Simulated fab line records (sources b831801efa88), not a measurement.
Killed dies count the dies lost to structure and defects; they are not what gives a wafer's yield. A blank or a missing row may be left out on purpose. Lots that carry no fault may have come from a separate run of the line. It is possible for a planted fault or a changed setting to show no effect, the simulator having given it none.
Chamber matching ; flow sfq-line ; pecvd-03 running SFQ_TRILAYER_L0_CAP_PECVD_011: 3 sister chambers
The step deposits SiO2 from SiH4/N2O, time 13.333 s, target thk 60 nm. 6 wafers are shown with their chamber, then 8 later ones without.

EACH WAFER AND ITS CHAMBER
wafer;chamber;throttle-valve-pct (%);heater-power-outer-w (W)
L735.6;2;24.1;34
L736.3;2;23.9;36
L739.3;0;22.8;17
L739.5;0;22.9;17
L739.6;1;23.5;40
L740.2;1;23.6;38

WAFERS WHOSE CHAMBER IS MISSING
wafer;throttle-valve-pct (%);heater-power-outer-w (W)
L740.3;22.6;17
L740.4;23.8;39
L749.1;23.8;34
L749.3;24.9;37
L749.5;23.9;35
L750.1;23.6;41
L750.3;22.8;10
L750.4;23.0;10

WHICH CHAMBER EACH ONE RAN IN
wafer;from the rows above;in truth
L740.3;0;0
L740.4;can't be placed: 1 or 2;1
L749.1;2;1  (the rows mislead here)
L749.3;2;2
L749.5;2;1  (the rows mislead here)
L750.1;1;1
L750.3;0;0
L750.4;0;0
5 of 8 placed correctly. Unplaceable from these rows: 1, with the true chamber sitting among the candidates in 1. Number placed wrongly: 2.
How it was worked out, from the rows above alone: a wafer's distance from a chamber is the root of the sum, over the readings, of the square of ((its reading less the chamber's mean) divided by the reading's scatter). The wafer belongs to the nearest chamber; if the next one is less than 2 further off, it can't be placed. For every chamber, the mean is computed from those of its wafers that are shown. The scatter: take each reading less its chamber's mean, square it, sum over the shown wafers, divide by the number of wafers less the number of chambers, and take the root.
